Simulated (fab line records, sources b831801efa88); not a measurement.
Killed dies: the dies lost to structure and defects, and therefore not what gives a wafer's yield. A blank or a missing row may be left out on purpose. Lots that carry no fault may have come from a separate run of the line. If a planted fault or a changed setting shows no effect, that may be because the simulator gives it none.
What tool caused it? ; flow sky130 ; 23 lots, 69 wafers sampled, at 5 steps of a route of 708

## WHAT THE GAUGES SHOWED, per wafer
SKY_POLY_CUT_CD_MEAS_08: the cd target is 270 nm. Usual: cdNm at 270.4 nm, with a standard deviation of 1.6.
lot;measured;on;cdNm (nm);flag
L074;day 24 11:07;cdSem-02;270.7 270.8 270.1;
L075;day 24 17:55;cdSem-02;268.2 267.8 269.3;
L076;day 25 02:16;cdSem-01;271.8 272.6 271.7;
L077;day 25 05:46;cdSem-01;270.1 271.0 270.3;
L078;day 25 22:04;cdSem-01;269.7 267.6 269.7;
L079;day 26 10:29;cdSem-02;271.2 271.3 271.3;
L080;day 26 22:37;cdSem-02;267.1 267.0 267.4;
L081;day 27 08:38;cdSem-01;269.2 268.3 269.3;
L082;day 27 14:38;cdSem-02;271.1 271.6 272.2;
L083;day 28 09:10;cdSem-02;272.9 270.9 272.6;
L084;day 28 07:01;cdSem-01;270.0 270.0 269.3;
L085;day 28 14:44;cdSem-02;270.7 270.7 270.9;
L086;day 28 18:37;cdSem-01;270.8 271.6 271.5;
L088;day 29 02:27;cdSem-02;269.3 270.1 269.7;
L089;day 29 18:16;cdSem-02;269.7 269.9 270.0;
L090;day 30 00:40;cdSem-01;271.2 272.1 270.2;
L091;day 30 06:51;cdSem-02;272.3 270.9 271.6;
L092;day 30 15:55;cdSem-01;269.3 270.1 268.9;
L093;day 30 17:56;cdSem-01;271.4 272.2 273.0;
L094;day 30 23:57;cdSem-01;266.8 267.5 267.0;
L095;day 31 12:20;cdSem-02;270.3 271.4 271.1;
L096;day 31 15:49;cdSem-02;269.2 270.0 268.8;
L097;day 32 00:20;cdSem-02;268.0 269.2 268.1;

## WHAT TOOL EACH LOT RAN ON (gives the tool, then ch and the chambers of the sampled wafers, and finally the start)
lot;SKY_FIELD_ISO_STRIP_16;SKY_VT_ADJUST_HVTR_STRIP_10;SKY_RES_PROTECT_STRIP_07;SKY_LDD_HVN_STRIP_09
L074;plasmaAsher-01 ch 0,1, day 2 07:08;plasmaAsher-02 ch 0,1, day 9 15:51;plasmaAsher-02 ch 0,1, day 15 07:34;plasmaAsher-04 ch 0,1, day 20 13:40
L075;plasmaAsher-01 ch 0,1, day 2 11:04;plasmaAsher-03 ch 0,1, day 9 18:45;plasmaAsher-03 ch 0,1, day 15 13:34;plasmaAsher-03 ch 0,1, day 20 20:08
L076;plasmaAsher-03 ch 1, day 2 17:44;plasmaAsher-02 ch 0,1, day 10 03:22;plasmaAsher-03 ch 1, day 16 00:47;plasmaAsher-04 ch 0,1, day 21 05:13
L077;plasmaAsher-02 ch 0,1, day 2 22:08;plasmaAsher-04 ch 0,1, day 10 10:25;plasmaAsher-04 ch 0,1, day 16 05:08;plasmaAsher-04 ch 0,1, day 21 09:52
L078;plasmaAsher-01 ch 0,1, day 3 05:04;plasmaAsher-03 ch 0,1, day 10 20:40;plasmaAsher-02 ch 0,1, day 16 18:52;plasmaAsher-02 ch 0,1, day 22 02:43
L079;plasmaAsher-01 ch 0, day 3 07:26;plasmaAsher-02 ch 0, day 11 02:19;plasmaAsher-04 ch 0, day 17 04:17;plasmaAsher-04 ch 0,1, day 22 14:09
L080;plasmaAsher-01 ch 0,1, day 3 13:38;plasmaAsher-02 ch 0,1, day 11 17:09;plasmaAsher-03 ch 0, day 17 20:37;plasmaAsher-04 ch 0, day 23 03:45
L081;plasmaAsher-02 ch 0, day 3 17:14;plasmaAsher-02 ch 0,1, day 11 22:43;plasmaAsher-02 ch 1, day 18 02:40;plasmaAsher-03 ch 1, day 23 10:58
L082;plasmaAsher-01 ch 0,1, day 3 22:19;plasmaAsher-02 ch 0,1, day 12 03:10;plasmaAsher-02 ch 0,1, day 18 10:49;plasmaAsher-02 ch 0,1, day 23 20:06
L083;plasmaAsher-02 ch 0,1, day 4 03:56;plasmaAsher-02 ch 0,1, day 12 20:22;plasmaAsher-02 ch 0,1, day 19 06:07;plasmaAsher-02 ch 0,1, day 24 15:03
L084;plasmaAsher-02 ch 0,1, day 4 08:08;plasmaAsher-04 ch 1, day 12 18:58;plasmaAsher-03 ch 0,1, day 19 05:50;plasmaAsher-03 ch 1, day 24 14:07
L085;plasmaAsher-03 ch 0,1, day 4 15:58;plasmaAsher-02 ch 0,1, day 13 03:38;plasmaAsher-02 ch 0,1, day 19 15:05;plasmaAsher-03 ch 0,1, day 24 20:37
L086;plasmaAsher-02 ch 0, day 4 21:32;plasmaAsher-03 ch 0,1, day 13 09:53;plasmaAsher-02 ch 0, day 19 19:44;plasmaAsher-02 ch 0,1, day 25 02:13
L088;plasmaAsher-03 ch 0,1, day 5 04:47;plasmaAsher-04 ch 0,1, day 13 22:37;plasmaAsher-04 ch 0,1, day 20 06:02;plasmaAsher-03 ch 0,1, day 25 10:27
L089;plasmaAsher-03 ch 0,1, day 5 15:40;plasmaAsher-04 ch 0,1, day 14 07:58;plasmaAsher-03 ch 0,1, day 20 21:56;plasmaAsher-04 ch 0,1, day 26 01:42
L090;plasmaAsher-03 ch 1, day 5 17:20;plasmaAsher-04 ch 0,1, day 14 11:29;plasmaAsher-02 ch 0,1, day 21 01:46;plasmaAsher-02 ch 1, day 26 08:00
L091;plasmaAsher-03 ch 0,1, day 5 22:50;plasmaAsher-04 ch 0,1, day 14 18:25;plasmaAsher-02 ch 0,1, day 21 10:08;plasmaAsher-03 ch 0,1, day 26 14:48
L092;plasmaAsher-01 ch 0,1, day 6 03:07;plasmaAsher-03 ch 0,1, day 14 23:23;plasmaAsher-04 ch 0,1, day 21 20:08;plasmaAsher-02 ch 0,1, day 27 00:04
L093;plasmaAsher-01 ch 0,1, day 6 09:22;plasmaAsher-03 ch 0,1, day 15 09:14;plasmaAsher-02 ch 0,1, day 22 00:29;plasmaAsher-03 ch 0,1, day 27 03:32
L094;plasmaAsher-01 ch 0,1, day 6 12:56;plasmaAsher-04 ch 1, day 15 12:25;plasmaAsher-04 ch 0,1, day 22 07:37;plasmaAsher-03 ch 0,1, day 27 09:46
L095;plasmaAsher-01 ch 0,1, day 6 19:05;plasmaAsher-02 ch 0,1, day 16 01:07;plasmaAsher-04 ch 0, day 22 17:25;plasmaAsher-04 ch 1, day 27 18:10
L096;plasmaAsher-02 ch 0,1, day 6 23:35;plasmaAsher-02 ch 0,1, day 16 06:11;plasmaAsher-03 ch 0,1, day 23 00:13;plasmaAsher-03 ch 0,1, day 28 01:33
L097;plasmaAsher-01 ch 1, day 7 03:47;plasmaAsher-02 ch 0,1, day 16 13:31;plasmaAsher-02 ch 0,1, day 23 06:49;plasmaAsher-03 ch 0, day 28 08:40
- SKY_FIELD_ISO_STRIP_16: strips in O2/N2.
- SKY_VT_ADJUST_HVTR_STRIP_10: strips in O2/N2.
- SKY_RES_PROTECT_STRIP_07: strips in O2/N2.
- SKY_LDD_HVN_STRIP_09: strips in O2/N2.

## AS READ BY THE TOOLS THEMSELVES (means over the sampled wafers that have a number; for cases with no such wafer, the mark the record gives instead)
SKY_FIELD_ISO_STRIP_16. Usual: drypumpMotorCurrentA 5.78 A, standard deviation 0.23; n2FlowSccm 300.0 sccm, standard deviation 0.93; oesProductAu 0.378 a.u., standard deviation 0.0052; stripTimeToEndpointS 3.56 s, standard deviation 0.047.
lot;tool;drypumpMotorCurrentA (A);n2FlowSccm (sccm);oesProductAu (a.u.);stripTimeToEndpointS (s);flag
L074;plasmaAsher-01;5.84;298.9;0.371;3.53;
L075;plasmaAsher-01;5.76;300.2;0.379;3.48;
L076;plasmaAsher-03;5.52;299.6;0.377;3.51;
L077;plasmaAsher-02;6.08;300.8;0.378;3.53;
L078;plasmaAsher-01;5.77;300.4;0.384;3.58;
L079;plasmaAsher-01;5.93;300.1;0.384;3.60;
L080;plasmaAsher-01;5.75;300.7;0.381;3.57;
L081;plasmaAsher-02;5.74;301.4;0.380;3.59;
L082;plasmaAsher-01;5.76;299.7;0.369;3.49;
L083;plasmaAsher-02;6.09;299.4;0.374;3.54;
L084;plasmaAsher-02;5.90;299.2;0.378;3.66;
L085;plasmaAsher-03;5.53;299.6;0.376;3.50;
L086;plasmaAsher-02;5.73;300.2;0.381;3.57;
L088;plasmaAsher-03;5.52;299.4;0.380;3.61;
L089;plasmaAsher-03;5.53;299.0;0.376;3.60;
L090;plasmaAsher-03;5.54;298.7;0.377;3.55;
L091;plasmaAsher-03;5.51;300.4;0.378;3.51;
L092;plasmaAsher-01;5.77;300.7;0.372;3.51;
L093;plasmaAsher-01;5.76;300.6;0.377;3.56;
L094;plasmaAsher-01;5.84;299.6;0.380;3.59;
L095;plasmaAsher-01;5.85;299.7;0.384;3.57;
L096;plasmaAsher-02;6.08;300.4;0.381;3.56;
L097;plasmaAsher-01;5.68;301.1;0.378;3.60;

SKY_VT_ADJUST_HVTR_STRIP_10. Usual: drypumpMotorCurrentA 6.0 A, standard deviation 0.33; n2FlowSccm 299.9 sccm, standard deviation 0.89; oesProductAu 0.715 a.u., standard deviation 0.0049; stripTimeToEndpointS 14.17 s, standard deviation 0.042.
lot;tool;drypumpMotorCurrentA (A);n2FlowSccm (sccm);oesProductAu (a.u.);stripTimeToEndpointS (s);flag
L074;plasmaAsher-02;5.9;299.6;0.717;14.19;
L075;plasmaAsher-03;5.5;299.5;0.717;14.18;
L076;plasmaAsher-02;6.1;299.5;0.721;14.22;
L077;plasmaAsher-04;6.1;300.2;0.717;14.21;
L078;plasmaAsher-03;5.5;300.5;0.713;14.10;
L079;plasmaAsher-02;5.7;299.7;0.712;14.13;
L080;plasmaAsher-02;6.0;299.7;0.719;14.17;
L081;plasmaAsher-02;5.9;300.2;0.720;14.16;
L082;plasmaAsher-02;5.9;299.8;0.715;14.13;
L083;plasmaAsher-02;6.1;300.2;0.717;14.22;
L084;plasmaAsher-04;6.5;299.6;0.718;14.15;
L085;plasmaAsher-02;6.0;300.0;0.715;14.09;
L086;plasmaAsher-03;5.5;299.9;0.718;14.11;
L088;plasmaAsher-04;6.1;299.7;0.714;14.21;
L089;plasmaAsher-04;6.1;300.4;0.719;14.17;
L090;plasmaAsher-04;6.1;299.2;0.711;14.17;
L091;plasmaAsher-04;6.2;299.2;0.716;14.13;
L092;plasmaAsher-03;5.5;300.5;0.719;14.15;
L093;plasmaAsher-03;5.5;298.6;0.716;14.12;
L094;plasmaAsher-04;6.4;298.9;0.716;14.19;
L095;plasmaAsher-02;5.9;299.7;0.714;14.22;
L096;plasmaAsher-02;6.1;300.8;0.713;14.18;
L097;plasmaAsher-02;6.1;299.8;0.716;14.15;

SKY_RES_PROTECT_STRIP_07. Usual: drypumpMotorCurrentA 5.9 A, standard deviation 0.34; n2FlowSccm 299.9 sccm, standard deviation 0.85; oesProductAu 0.517 a.u., standard deviation 0.005; stripTimeToEndpointS 23.28 s, standard deviation 0.048.
lot;tool;drypumpMotorCurrentA (A);n2FlowSccm (sccm);oesProductAu (a.u.);stripTimeToEndpointS (s);flag
L074;plasmaAsher-02;6.1;299.5;0.513;23.31;
L075;plasmaAsher-03;5.5;300.3;0.514;23.36;
L076;plasmaAsher-03;5.5;299.7;0.516;23.37;
L077;plasmaAsher-04;6.1;299.4;0.517;23.28;
L078;plasmaAsher-02;5.9;299.0;0.513;23.33;
L079;plasmaAsher-04;5.9;300.5;0.519;23.29;
L080;plasmaAsher-03;5.5;299.6;0.515;23.33;
L081;plasmaAsher-02;6.2;300.2;0.511;23.26;
L082;plasmaAsher-02;6.1;299.6;0.515;23.26;
L083;plasmaAsher-02;5.9;299.9;0.513;23.24;
L084;plasmaAsher-03;5.6;299.4;0.514;23.31;
L085;plasmaAsher-02;6.1;300.8;0.520;23.28;
L086;plasmaAsher-02;5.7;299.5;0.520;23.33;
L088;plasmaAsher-04;6.3;300.9;0.521;23.29;
L089;plasmaAsher-03;5.5;299.8;0.521;23.25;
L090;plasmaAsher-02;5.9;299.5;0.521;23.37;
L091;plasmaAsher-02;6.1;300.0;0.517;23.27;
L092;plasmaAsher-04;6.3;299.4;0.516;23.28;
L093;plasmaAsher-02;5.9;299.3;0.514;23.20;
L094;plasmaAsher-04;6.2;299.8;0.514;23.31;
L095;plasmaAsher-04;5.9;299.9;0.520;23.25;
L096;plasmaAsher-03;5.5;299.5;0.516;23.23;
L097;plasmaAsher-02;6.0;299.9;0.525;23.22;

SKY_LDD_HVN_STRIP_09. Usual: drypumpMotorCurrentA 5.9 A, standard deviation 0.35; n2FlowSccm 300.0 sccm, standard deviation 0.9; oesProductAu 0.409 a.u., standard deviation 0.0048; stripTimeToEndpointS 4.127 s, standard deviation 0.015.
lot;tool;drypumpMotorCurrentA (A);n2FlowSccm (sccm);oesProductAu (a.u.);stripTimeToEndpointS (s);flag
L074;plasmaAsher-04;6.2;299.5;0.407;4.140;
L075;plasmaAsher-03;5.5;300.6;0.410;4.125;
L076;plasmaAsher-04;6.1;299.8;0.408;4.143;
L077;plasmaAsher-04;6.3;300.2;0.409;4.121;
L078;plasmaAsher-02;6.1;299.8;0.412;4.116;
L079;plasmaAsher-04;6.2;300.8;0.410;4.135;
L080;plasmaAsher-04;5.9;300.0;0.410;4.114;
L081;plasmaAsher-03;5.5;299.9;0.413;4.145;
L082;plasmaAsher-02;6.1;299.5;0.408;4.131;
L083;plasmaAsher-02;5.9;300.1;0.411;4.138;
L084;plasmaAsher-03;5.6;300.5;0.406;4.129;
L085;plasmaAsher-03;5.5;301.5;0.412;4.129;
L086;plasmaAsher-02;5.9;300.6;0.411;4.129;
L088;plasmaAsher-03;5.5;299.9;0.409;4.125;
L089;plasmaAsher-04;6.3;300.3;0.408;4.117;
L090;plasmaAsher-02;6.3;300.0;0.412;4.135;
L091;plasmaAsher-03;5.5;299.7;0.412;4.133;
L092;plasmaAsher-02;5.9;300.2;0.406;4.096;
L093;plasmaAsher-03;5.5;300.0;0.408;4.123;
L094;plasmaAsher-03;5.5;299.6;0.411;4.150;
L095;plasmaAsher-04;6.4;299.1;0.411;4.113;
L096;plasmaAsher-03;5.5;299.7;0.408;4.118;
L097;plasmaAsher-03;5.5;301.8;0.406;4.135;

## THE ANSWER, worked out from the rows above alone
Rule: a lot is off if the mean of its wafers that have a number lies more than 3 standard deviations from the usual mean. Also off: a lot with no number at a reading for which 4 or more lots have one. The other lots that the step has rows for count as sound. First the gauges in route order, then the tools' own readings, where a lot's mean is used as printed above. At the first step where some lot is off, the reading lying furthest off is the one used; lots without a number count as furthest.
Across all readings shown, no lot is off: no conclusion can be drawn from this.

## WHAT HAD BEEN PUT IN BY THE SIMULATOR
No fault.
